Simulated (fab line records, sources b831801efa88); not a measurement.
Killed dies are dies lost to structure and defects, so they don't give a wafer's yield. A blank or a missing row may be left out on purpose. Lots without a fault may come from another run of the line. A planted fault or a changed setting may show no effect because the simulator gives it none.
Chamber matching | flow sky130 | SKY_VIA4_HDPCVD_00 on hdpcvd-02: 3 sister chambers
The step deposits SiO2, target thk 1750 nm, time 291.7 s. 3 wafers are shown with their chamber, then 7 later ones without.

WAFERS WITH THEIR CHAMBER
wafer  | chamber | run_length_s (s)
L920.2 | 2       | 320.4
L925.1 | 1       | 319.6
L925.2 | 0       | 319.1

WAFERS WITHOUT THEIR CHAMBER
wafer  | run_length_s (s)
L925.3 | 320.2
L933.1 | 319.9
L933.5 | 320.0
L933.6 | 319.6
L935.3 | 319.9
L935.4 | 320.1
L935.5 | 319.8

WHICH CHAMBER EACH WENT THROUGH
wafer  | from the rows above          | in truth
L925.3 | can't be placed: 2 or 1      | 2
L933.1 | can't be placed: 1 or 2 or 0 | 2
L933.5 | can't be placed: 1 or 2 or 0 | 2
L933.6 | can't be placed: 1 or 0      | 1
L935.3 | can't be placed: 1 or 2 or 0 | 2
L935.4 | can't be placed: 2 or 1      | 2
L935.5 | can't be placed: 1 or 2 or 0 | 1
Placed correctly: 0 of 7. Can't be placed from these rows: 7 (the true chamber is among the candidates in 7). Placed wrongly: 0.
How it was worked out, from the rows above alone: a wafer's distance from a chamber is the root of the sum, over the readings, of the square of ((its reading less the chamber's mean) divided by the reading's scatter). The wafer belongs to the nearest chamber; if the next one is less than 2 further off, it can't be placed. A chamber's mean is the mean of its shown wafers. The scatter: with one shown wafer a chamber, the root of the mean of the squares of how far each hidden wafer lies from its nearest shown one.
